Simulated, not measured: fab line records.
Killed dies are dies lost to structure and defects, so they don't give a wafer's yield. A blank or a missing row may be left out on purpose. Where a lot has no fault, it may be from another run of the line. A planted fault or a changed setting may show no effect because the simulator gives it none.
What tool caused it?	flow sky130	39 wafers from 13 lots sampled at 4 of the route's 708 steps

## WHAT THE GAUGES SHOWED, per wafer
SKY_SD_P_CD_MEAS_07: the cd target is 380 nm.
lot	measured	on	cd_nm (nm)
L774	day 25 04:42	cd_sem-02	383.4 383.8 381.9
L780	day 27 16:43	cd_sem-02	384.0 383.2 383.4
L784	day 29 10:17	cd_sem-02	305.9 303.8 305.3
L785	day 29 13:21	cd_sem-01	379.5 379.4 381.5
L786	day 29 18:41	cd_sem-02	383.1 380.2 381.1
L788	day 30 10:19	cd_sem-02	378.2 378.3 379.3
L789	day 30 18:42	cd_sem-01	378.2 377.9 381.0
L790	day 31 03:06	cd_sem-02	375.3 378.7 377.6
L792	day 31 06:54	cd_sem-02	381.8 382.3 382.3
L793	day 31 21:52	cd_sem-01	382.3 385.2 381.9
L795	day 32 09:37	cd_sem-01	379.3 375.9 376.0
L796	day 32 21:04	cd_sem-02	382.4 383.3 381.1
L797	day 33 06:15	cd_sem-02	376.7 376.8 375.8

SKY_SD_N_OVL_MEAS_08.
lot	measured	on	SD_N_OVL (nm)
L774	day 27 14:39	overlay-02	0.5 -1.5 -1.9
L780	day 30 01:11	overlay-01	2.2 2.1 2.1
L784	day 31 17:10	overlay-02	0.4 0.4 1.4
L785	day 31 20:11	overlay-02	1.1 0.8 2.0
L786	day 32 01:19	overlay-02	-0.2 1.7 -0.6
L788	day 32 16:41	overlay-02	1.0 1.9 0.5
L789	day 33 00:44	overlay-01	2.9 2.9 3.4
L790	day 33 08:34	overlay-01	1.9 5.5 3.0
L792	day 33 12:32	overlay-02	2.5 -0.4 0.4
L793	day 34 02:56	overlay-02	2.3 1.2 -0.4
L795	day 34 14:35	overlay-01	2.0 -0.4 2.2
L796	day 35 02:41	overlay-01	3.2 3.2 1.2
L797	day 35 11:53	overlay-01	-0.2 1.9 2.3

SKY_LOCAL_INTERCONNECT_CD_MEAS_11: the cd target is 170 nm.
lot	measured	on	cd_nm (nm)
L774	day 30 03:21	cd_sem-02	170.0 170.3 170.9
L780	day 32 10:37	cd_sem-02	169.1 170.6 169.0
L784	day 34 01:11	cd_sem-02	168.0 167.4 167.3
L785	day 34 04:21	cd_sem-01	169.6 170.8 171.6
L786	day 34 08:52	cd_sem-02	171.0 170.4 170.8
L788	day 34 23:59	cd_sem-02	170.8 172.2 169.9
L789	day 35 09:05	cd_sem-01	174.3 171.6 171.1
L790	day 35 17:29	cd_sem-01	170.6 170.3 171.7
L792	day 35 20:45	cd_sem-02	169.8 170.3 169.7
L793	day 36 12:17	cd_sem-01	172.9 172.6 173.5
L795	day 36 23:43	cd_sem-01	168.6 168.6 168.2
L796	day 37 10:48	cd_sem-01	170.6 169.3 168.3
L797	day 37 18:49	cd_sem-02	169.4 169.7 170.1

## EACH LOT AND THE TOOL THAT RAN IT (in order: tool; ch and the chambers of the sampled wafers; start)
lot	SKY_SD_P_EXPOSE_04
L774	iline_stepper-02 ch 0, day 24 14:38
L780	iline_stepper-02 ch 0, day 27 02:40
L784	iline_stepper-01 ch 0, day 28 20:46
L785	iline_stepper-01 ch 0, day 28 23:35
L786	iline_stepper-01 ch 0, day 29 05:23
L788	iline_stepper-01 ch 0, day 29 20:31
L789	iline_stepper-01 ch 0, day 30 05:37
L790	iline_stepper-01 ch 0, day 30 14:00
L792	iline_stepper-02 ch 0, day 30 17:11
L793	iline_stepper-02 ch 0, day 31 09:10
L795	iline_stepper-01 ch 0, day 31 20:31
L796	iline_stepper-02 ch 0, day 32 08:14
L797	iline_stepper-01 ch 0, day 32 17:35
- SKY_SD_P_EXPOSE_04: exposes mask PSDM, target cd 380 nm.

## WHAT THE TOOLS THEMSELVES READ (means of the sampled wafers that have a number; where no wafer has one, the mark that the record gives instead)
The record holds no such reading with a usual standard deviation.

## THE ANSWER, worked out from the rows above alone
Rule: what is usual is taken from the lots themselves. The widest of any qualifying gaps counts: lots, ordered by their means at a reading, are off when they make up no more than a third of the lots, leave a main group of 4 or more, and stand apart from it by 3 or more times the standard deviation of that group's means. If all means in a main group match to the digits the tables above print for the reading, that group is not used. A lot without any number at a reading at which 4 lots or more have one is off too. Any other lot the step has rows for is counted as sound. Order of review: gauges by route order, followed by the tools' own readings, for which a lot's mean as printed above is used. The first step at which some lot is off is used, and at that step the reading that is off furthest; a lot without a number counts as furthest.
Off: L784, at SKY_SD_P_CD_MEAS_07 (cd_nm). Mean 380.3 nm and standard deviation 2.5 in the main group.
If a tool, at a process step before that reading, ran all the lots that are off and no sound lot after the first of them, it fits. The gauges at SKY_SD_P_CD_MEAS_07 are tried like those tools. Of those tried, none fits.

## WHAT WAS PUT IN BY THE SIMULATOR
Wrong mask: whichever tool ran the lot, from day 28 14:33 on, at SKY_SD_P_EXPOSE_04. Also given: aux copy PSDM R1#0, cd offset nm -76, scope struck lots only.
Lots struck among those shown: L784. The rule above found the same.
